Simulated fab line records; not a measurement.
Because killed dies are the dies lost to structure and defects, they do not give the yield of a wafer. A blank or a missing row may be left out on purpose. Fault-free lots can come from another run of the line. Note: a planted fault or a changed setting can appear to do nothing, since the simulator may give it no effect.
Chamber matching    flow sky130    SKY_PASSIVATION_CVD_02 on pecvd-02: 3 sister chambers
The step deposits Si3N4, target thk 540 nm. 18 wafers are shown with their chamber, then 9 later ones without.

== WAFERS PAIRED WITH THEIR CHAMBERS ==
wafer   chamber  heater-power-w (W)  rf-fwd-power-W (W)
L076.2  2        622                 448.4
L076.3  0        789                 449.7
L076.4  2        645                 449.4
L077.2  0        703                 448.1
L077.4  0        732                 448.8
L077.5  1        697                 447.9
L080.1  0        642                 449.3
L080.3  0        695                 451.5
L080.6  0        731                 449.6
L081.1  1        804                 449.0
L081.3  0        744                 448.9
L081.4  1        823                 450.0
L083.1  1        814                 449.5
L083.2  0        760                 447.9
L083.6  2        660                 448.5
L082.2  2        553                 449.4
L082.4  0        680                 451.6
L082.5  1        742                 447.6

SIGNATURES, as means of the wafers listed above
reading         chamber 0  chamber 1  chamber 2  scatter within a chamber
heater-power-w  719.56     776.00     620.00     47.9
rf-fwd-power-W  449.489    448.800    448.925    1.13
Rule: a wafer lies at a distance from a chamber equal to the root of the sum of squares, over the readings, of (its reading less the chamber's mean, divided by the reading's scatter). If the next closest chamber is less than 2 further off than the closest, the wafer can't be placed; otherwise it belongs to the closest. The scatter: the root of (the sum of the squares of (reading less its chamber's mean) over the shown wafers, divided by (wafers less chambers)).

== WAFERS WITHOUT THEIR CHAMBER ==
wafer   heater-power-w (W)  rf-fwd-power-W (W)
L084.1  678                 449.2
L084.4  544                 446.9
L084.5  713                 451.2
L085.1  574                 449.5
L085.4  795                 449.8
L085.5  837                 448.9
L095.1  606                 448.7
L095.2  706                 449.3
L095.6  842                 450.0

== WHICH CHAMBER EACH ONE RAN IN ==
wafer   from the rows above           in truth
L084.1  can't be placed: 0 or 2 or 1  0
L084.4  can't be placed: 2 or 0       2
L084.5  can't be placed: 0 or 1 or 2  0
L085.1  can't be placed: 2 or 0       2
L085.4  can't be placed: 1 or 0       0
L085.5  can't be placed: 1 or 0       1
L095.1  2                             2
L095.2  can't be placed: 0 or 1 or 2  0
L095.6  can't be placed: 1 or 0       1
Placed correctly: 1 of 9. Cannot be placed on the basis of these rows: 8; the candidates contain the true chamber in 8. 0 placed wrongly.
